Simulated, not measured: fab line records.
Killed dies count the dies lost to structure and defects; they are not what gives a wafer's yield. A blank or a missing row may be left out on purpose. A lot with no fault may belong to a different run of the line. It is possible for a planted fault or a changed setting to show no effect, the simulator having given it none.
Which tool is to blame? :: flow gf180mcu :: 30 wafers from 10 lots sampled at 3 of the route's 602 steps

== WHAT EACH GAUGE READ, for each wafer ==
GF_V2_RS_MEAS_24: measurement is done with a four-point probe.
lot: L819
measured: day 20 14:05
on: film_metro-04
V2_W_RS (ohm/sq): 0.3284 0.3307 0.3283

lot: L821
measured: day 21 18:05
on: film_metro-01
V2_W_RS (ohm/sq): 0.3331 0.3297 0.3316

lot: L823
measured: day 22 02:07
on: film_metro-04
V2_W_RS (ohm/sq): 0.3347 0.3298 0.3313

lot: L825
measured: day 22 22:59
on: film_metro-01
V2_W_RS (ohm/sq): 0.3688 0.3781 0.3270

lot: L828
measured: day 23 22:40
on: film_metro-04
V2_W_RS (ohm/sq): 0.3752 0.3335 0.3297

lot: L836
measured: day 26 11:49
on: film_metro-01
V2_W_RS (ohm/sq): 0.3267 0.3292 0.3308

lot: L837
measured: day 26 22:29
on: film_metro-04
V2_W_RS (ohm/sq): 0.3347 0.3283 0.3307

lot: L839
measured: day 27 11:43
on: film_metro-04
V2_W_RS (ohm/sq): 0.3347 0.3303 0.3320

lot: L840
measured: day 27 17:49
on: film_metro-02
V2_W_RS (ohm/sq): 0.3257 0.3265 0.3272

lot: L841
measured: day 27 23:32
on: film_metro-02
V2_W_RS (ohm/sq): 0.3229 0.3262 0.3246

== WHAT TOOL EACH LOT RAN ON (gives the tool, then ch and the chambers of the sampled wafers, and finally the start) ==
lot: L819
GF_V2_ETCH_17: rie_diel-04 ch 0,2,3, day 20 13:57 or earlier
GF_V2_CVD_23: cvd_w-01 ch 0,1, day 20 13:57

lot: L821
GF_V2_ETCH_17: rie_diel-03 ch 1,2,3, day 21 17:58 or earlier
GF_V2_CVD_23: cvd_w-02 ch 0,1, day 21 17:58

lot: L823
GF_V2_ETCH_17: rie_diel-03 ch 0,3, day 22 01:58 or earlier
GF_V2_CVD_23: cvd_w-01 ch 0,1, day 22 01:58

lot: L825
GF_V2_ETCH_17: rie_diel-03 ch 0,1, day 22 22:53 or earlier
GF_V2_CVD_23: cvd_w-01 ch 0,1, day 22 22:53

lot: L828
GF_V2_ETCH_17: rie_diel-02 ch 2,3, day 23 22:31 or earlier
GF_V2_CVD_23: cvd_w-01 ch 0,1, day 23 22:31

lot: L836
GF_V2_ETCH_17: rie_diel-02 ch 0,3, day 26 11:41 or earlier
GF_V2_CVD_23: cvd_w-02 ch 0,1, day 26 11:41

lot: L837
GF_V2_ETCH_17: rie_diel-03 ch 0,3, day 26 22:23 or earlier
GF_V2_CVD_23: cvd_w-02 ch 0,1, day 26 22:23

lot: L839
GF_V2_ETCH_17: rie_diel-02 ch 0,1,2, day 27 11:37 or earlier
GF_V2_CVD_23: cvd_w-01 ch 0,1, day 27 11:37

lot: L840
GF_V2_ETCH_17: rie_diel-03 ch 1,2, day 27 17:43 or earlier
GF_V2_CVD_23: cvd_w-01 ch 0,1, day 27 17:43

lot: L841
GF_V2_ETCH_17: rie_diel-02 ch 1,2,3, day 27 23:24 or earlier
GF_V2_CVD_23: cvd_w-01 ch 0,1, day 27 23:24
- GF_V2_ETCH_17: etches SiO2 in C4F8/O2/Ar, stops on TiN, target depth 630 nm.
- GF_V2_CVD_23: deposits W, target thk 350 nm, time 104.94 s.

== THE ANSWER, worked out from the rows above alone ==
Rule: the usual values come from the lots themselves. The widest of any qualifying gaps counts: lots, ordered by their means at a reading, are off when they make up no more than a third of the lots, leave a main group of 4 or more, and stand apart from it by 3 or more times the standard deviation of that group's means. A main group whose means are all the same, to the digits that the tables above print for the reading, isn't used. A lot without any number at a reading at which 4 lots or more have one is off too. All remaining lots with rows at the step are treated as sound.
Off: L825, L828, seen at GF_V2_RS_MEAS_24 (V2_W_RS). For the main group the mean is 0.3295 ohm/sq and the standard deviation 0.0026.
If a tool, at a process step before that reading, ran all the lots that are off and no sound lot after the first of them, it fits. Gauges at GF_V2_RS_MEAS_24: tried the same way as those tools. With no start given for some of its lots, GF_V2_ETCH_17 uses the hours and lot order of GF_V2_CVD_23. None of those tried fits.

== WHAT THE SIMULATOR PUT IN ==
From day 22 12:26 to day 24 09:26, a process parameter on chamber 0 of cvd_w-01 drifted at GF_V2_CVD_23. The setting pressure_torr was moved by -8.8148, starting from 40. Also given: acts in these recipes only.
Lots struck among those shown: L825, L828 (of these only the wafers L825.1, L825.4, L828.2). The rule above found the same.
